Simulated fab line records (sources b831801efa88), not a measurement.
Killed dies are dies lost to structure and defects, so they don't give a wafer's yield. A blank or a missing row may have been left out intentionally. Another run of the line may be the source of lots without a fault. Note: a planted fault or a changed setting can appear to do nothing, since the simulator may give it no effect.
What tool caused it? + flow gf180mcu + 12 lots with 36 wafers sampled at 5 steps, on a route of 602 steps

WHAT EACH GAUGE READ, for each wafer
GF_SALICIDE_RS_MEAS_04: the measuring method here is four-point-probe.
| lot  | measured     | on           | SALICIDE_TIN_RS (ohm/sq) |
|------|--------------|--------------|--------------------------|
| L133 | day 15 10:47 | filmMetro-02 | 15.9 16.3 16.1           |
| L134 | day 15 17:47 | filmMetro-03 | 16.6 16.9 17.1           |
| L137 | day 17 00:19 | filmMetro-01 | 16.3 16.2 16.1           |
| L138 | day 17 02:14 | filmMetro-03 | 27.2 26.0 26.5           |
| L139 | day 17 13:29 | filmMetro-01 | 26.6 26.4 26.4           |
| L142 | day 18 18:36 | filmMetro-03 | 16.8 16.9 16.5           |
| L148 | day 20 21:55 | filmMetro-02 | 16.0 16.6 16.0           |
| L151 | day 21 21:05 | filmMetro-01 | 16.2 15.9 15.8           |
| L152 | day 22 14:36 | filmMetro-02 | 16.6 16.4 16.6           |
| L153 | day 22 20:15 | filmMetro-02 | 15.7 16.6 16.4           |
| L154 | day 23 06:32 | filmMetro-01 | 16.4 16.2 16.5           |
| L155 | day 23 06:58 | filmMetro-02 | 16.8 17.2 16.4           |

GF_SALICIDE_THK_MEAS_05: measures by xrf.
| lot  | measured     | on           | SALICIDE_TIN_THK (nm) |
|------|--------------|--------------|-----------------------|
| L133 | day 15 10:55 | filmMetro-02 | 20.4 20.2 20.2        |
| L134 | day 15 17:54 | filmMetro-03 | 20.3 19.8 19.5        |
| L137 | day 17 00:25 | filmMetro-01 | 20.2 19.6 19.7        |
| L138 | day 17 02:21 | filmMetro-03 | <0.0 <0.0 <0.0        |
| L139 | day 17 13:37 | filmMetro-01 | <0.0 <0.0 <0.0        |
| L142 | day 18 18:43 | filmMetro-03 | 19.7 19.7 19.7        |
| L148 | day 20 22:01 | filmMetro-02 | 20.5 19.9 20.5        |
| L151 | day 21 21:12 | filmMetro-01 | 19.6 19.9 19.6        |
| L152 | day 22 14:43 | filmMetro-02 | 19.9 20.0 20.0        |
| L153 | day 22 20:22 | filmMetro-02 | 21.0 20.4 20.3        |
| L154 | day 23 06:39 | filmMetro-01 | 19.8 19.6 19.6        |
| L155 | day 23 07:05 | filmMetro-02 | 20.0 19.6 20.5        |

GF_CONTACT_BOW_MEAS_05.
| lot  | measured     | on           | CONTACT_BOW (um) |
|------|--------------|--------------|------------------|
| L133 | day 15 11:53 | filmMetro-01 | 69 49 70         |
| L134 | day 15 18:47 | filmMetro-01 | 67 77 69         |
| L137 | day 17 01:20 | filmMetro-03 | 64 72 70         |
| L142 | day 18 19:37 | filmMetro-01 | 61 61 70         |
| L148 | day 20 22:55 | filmMetro-01 | 56 62 72         |
| L151 | day 21 22:17 | filmMetro-04 | 53 68 55         |
| L152 | day 22 15:37 | filmMetro-03 | 61 60 57         |
| L153 | day 22 21:16 | filmMetro-04 | 77 61 61         |
| L154 | day 23 07:39 | filmMetro-03 | 59 63 70         |
| L155 | day 23 08:10 | filmMetro-01 | 64 69 72         |

TOOL THAT RAN EACH LOT (tool first, then ch and the chambers of the sampled wafers, then the start)
| lot  | GF_SALICIDE_SPUTTER_02      | GF_SALICIDE_SPUTTER_03      |
|------|-----------------------------|-----------------------------|
| L133 | pvdSputter-01, day 15 10:44 | pvdSputter-01, day 15 10:46 |
| L134 | pvdSputter-02, day 15 17:44 | pvdSputter-02, day 15 17:46 |
| L137 | pvdSputter-01, day 17 00:14 | pvdSputter-01, day 17 00:16 |
| L138 | pvdSputter-01, day 17 02:10 | pvdSputter-01, day 17 02:12 |
| L139 | pvdSputter-03, day 17 13:26 | pvdSputter-03, day 17 13:28 |
| L142 | pvdSputter-02, day 18 18:32 | pvdSputter-02, day 18 18:33 |
| L148 | pvdSputter-01, day 20 21:50 | pvdSputter-01, day 20 21:52 |
| L151 | pvdSputter-01, day 21 21:01 | pvdSputter-01, day 21 21:03 |
| L152 | pvdSputter-03, day 22 14:33 | pvdSputter-03, day 22 14:34 |
| L153 | pvdSputter-01, day 22 20:11 | pvdSputter-01, day 22 20:13 |
| L154 | pvdSputter-03, day 23 06:29 | pvdSputter-03, day 23 06:30 |
| L155 | pvdSputter-02, day 23 06:55 | pvdSputter-02, day 23 06:56 |
- GF_SALICIDE_SPUTTER_02: material Co, target thk 10 nm, time 20 s.
- GF_SALICIDE_SPUTTER_03: material TiN, target thk 20 nm, time 16.7 s.

AS READ BY THE TOOLS THEMSELVES (means over the sampled wafers that have a number; for cases with no such wafer, the mark the record gives instead)
GF_SALICIDE_SPUTTER_02.
| lot  | tool          | cathodeDcPowerW (W) | chamberPressurePa (Pa) | throttleValvePct (%) |
|------|---------------|---------------------|------------------------|----------------------|
| L133 | pvdSputter-01 | 1000.10             | 0.3997                 | 29.9                 |
| L134 | pvdSputter-02 | 999.87              | 0.4001                 | 30.8                 |
| L137 | pvdSputter-01 | 1000.20             | 0.4001                 | 29.6                 |
| L138 | pvdSputter-01 | 999.98              | 0.4004                 | 29.3                 |
| L139 | pvdSputter-03 | 1000.02             | 0.3993                 | 30.3                 |
| L142 | pvdSputter-02 | 999.81              | 0.4005                 | 29.9                 |
| L148 | pvdSputter-01 | 999.87              | 0.4004                 | 28.9                 |
| L151 | pvdSputter-01 | 999.99              | 0.4001                 | 29.6                 |
| L152 | pvdSputter-03 | 999.94              | 0.3999                 | 30.8                 |
| L153 | pvdSputter-01 | 1000.08             | 0.4001                 | 29.3                 |
| L154 | pvdSputter-03 | 1000.02             | 0.3999                 | 30.0                 |
| L155 | pvdSputter-02 | 999.92              | 0.4003                 | 30.5                 |

GF_SALICIDE_SPUTTER_03.
| lot  | tool          | cathodeDcPowerW (W) | chamberPressurePa (Pa) | throttleValvePct (%) |
|------|---------------|---------------------|------------------------|----------------------|
| L133 | pvdSputter-01 | 6499.2              | 0.3999                 | 30.0                 |
| L134 | pvdSputter-02 | 6499.7              | 0.3996                 | 30.7                 |
| L137 | pvdSputter-01 | 6500.0              | 0.4001                 | 29.6                 |
| L138 | pvdSputter-01 | -                   | -                      | -                    |
| L139 | pvdSputter-03 | -                   | -                      | -                    |
| L142 | pvdSputter-02 | 6500.7              | 0.4007                 | 30.0                 |
| L148 | pvdSputter-01 | 6500.3              | 0.3999                 | 28.9                 |
| L151 | pvdSputter-01 | 6499.9              | 0.3993                 | 29.6                 |
| L152 | pvdSputter-03 | 6500.6              | 0.3995                 | 30.6                 |
| L153 | pvdSputter-01 | 6500.1              | 0.4001                 | 29.5                 |
| L154 | pvdSputter-03 | 6500.0              | 0.4004                 | 30.1                 |
| L155 | pvdSputter-02 | 6500.2              | 0.3995                 | 30.3                 |

THE ANSWER, worked out from the rows above alone
Rule: the lots themselves supply what counts as usual. The widest of any qualifying gaps counts: lots, ordered by their means at a reading, are off when they make up no more than a third of the lots, leave a main group of 4 or more, and stand apart from it by 3 or more times the standard deviation of that group's means. Not used: any main group whose means are identical at the precision the tables above print for the reading. A lot without any number at a reading at which 4 lots or more have one is off too. Any other lot the step has rows for is counted as sound. First the gauges in route order, then the tools' own readings, where a lot's mean is used as printed above. The first step at which some lot is off is used, and at that step the reading that is off furthest; a lot without a number counts as furthest.
Off: L138, L139, at GF_SALICIDE_RS_MEAS_04 (SALICIDE_TIN_RS). For the main group the mean is 16.4 ohm/sq and the standard deviation 0.3.
If a tool, at a process step before that reading, ran all the lots that are off and no sound lot after the first of them, it fits. Not tried: the gauges at GF_SALICIDE_RS_MEAS_04; whatever is off there is also off at GF_SALICIDE_SPUTTER_03, on other tools, and gauge error can't account for it. Not one of the candidates tried fits.

WHAT THE SIMULATOR PUT IN
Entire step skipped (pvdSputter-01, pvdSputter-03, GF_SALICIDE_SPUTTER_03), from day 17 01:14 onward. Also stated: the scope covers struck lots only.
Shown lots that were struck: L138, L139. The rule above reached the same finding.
